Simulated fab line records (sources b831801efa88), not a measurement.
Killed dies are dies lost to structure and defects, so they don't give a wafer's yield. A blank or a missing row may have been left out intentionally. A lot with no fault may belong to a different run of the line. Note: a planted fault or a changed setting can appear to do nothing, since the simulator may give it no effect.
Code-filled problem report in 8D (eight disciplines) form ; flow sky130 ; the parts of the form that need people (team, actions taken, sign-off) are left out

## 1. PROBLEM STATEMENT
At SKY_LOCAL_INTERCONNECT_STRIP_15, chamber_pressure_mTorr averages 1800.4 mTorr over 6 wafers from 2 lots, while fault-free wafers read 1500.1 mTorr, standard deviation 1.4. That is +99 or more standard deviations from the usual mean.
The step: strips in O2/N2.
First observed at day 35 15:09: wafer L976.1, on plasma_asher-02. The record holds 30 wafers of 10 lots with a number at this step. Rule for "out", or "out of limits": more than 4 standard deviations from the usual mean. Any other wafer with a number is counted as sound.

## 2. WHAT IT IS, WHAT IT ISN'T
question;is;is not
which readings at this step;chamber_pressure_mTorr, strip_time_to_endpoint_s;drypump_motor_current_A
which lots;L975, L976;L964, L965, L966, L968, L981, L984, L986, L987
which wafers of those lots;all that have a number;-
read on which tools;plasma_asher-02;plasma_asher-01, plasma_asher-04
when;from day 35 15:09;"up to then (12 sound wafers); but 12 sound wafers of L981, L984, L986, L987 came after"

## 3. SUSPECTS, AND WHAT RULES EACH OUT
Counting: a tool at any process step up to the reading remains a suspect when it ran all the lots that are out and ran no sound lot after the first of those.
- plasma_asher-02 at SKY_SD_P_STRIP_10 (strips in O2/N2): ruled out as a lasting fault. The sound lots L981, L986 went through it after L976, its earliest lot that is out (day 30 23:32).
- plasma_asher-02 at SKY_LOCAL_INTERCONNECT_STRIP_15 (strips in O2/N2): kept. It ran every lot that is out, first L976 (day 35 15:09), and no sound lot after that; its last sound lot up to then is L966 (day 31 14:11). Out on those wafers are its own readings of chamber_pressure_mTorr, strip_time_to_endpoint_s.
After counting, what remains is plasma_asher-02 at SKY_LOCAL_INTERCONNECT_STRIP_15.

## 4. THE CAUSE (what the simulator had put in)
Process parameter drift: plasma_asher-02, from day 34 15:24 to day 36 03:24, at SKY_LOCAL_INTERCONNECT_STRIP_15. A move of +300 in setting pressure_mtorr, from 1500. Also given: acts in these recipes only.
This tool alone remained once counting was done.

## 5. THE EFFECT CHAIN, in route order
Each row: a reading where the mean over the struck wafers with a number is more than 3 standard deviations away from the usual. Only readings whose record carries a usual standard deviation are examined. hours: median over the lots of the time between each lot's start at the first step of this table that gives one and its start at this step. sigmas: the change, counted in usual standard deviations.
hours;step;reading;usual;on struck wafers;change;sigmas
0;SKY_LOCAL_INTERCONNECT_STRIP_15;chamber_pressure_mTorr;1500.1 mTorr;1800.4;+300.3;+99 or more
0;SKY_LOCAL_INTERCONNECT_STRIP_15;strip_time_to_endpoint_s;4.716 s;4.566;-0.150;-7.9
The process steps in it:
- SKY_LOCAL_INTERCONNECT_STRIP_15: strips in O2/N2.

## 6. HOW IT WOULD HAVE BEEN CAUGHT EARLIER
First out-of-limits reading in this record: day 35 15:09, which is 24 hours after fault onset at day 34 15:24.
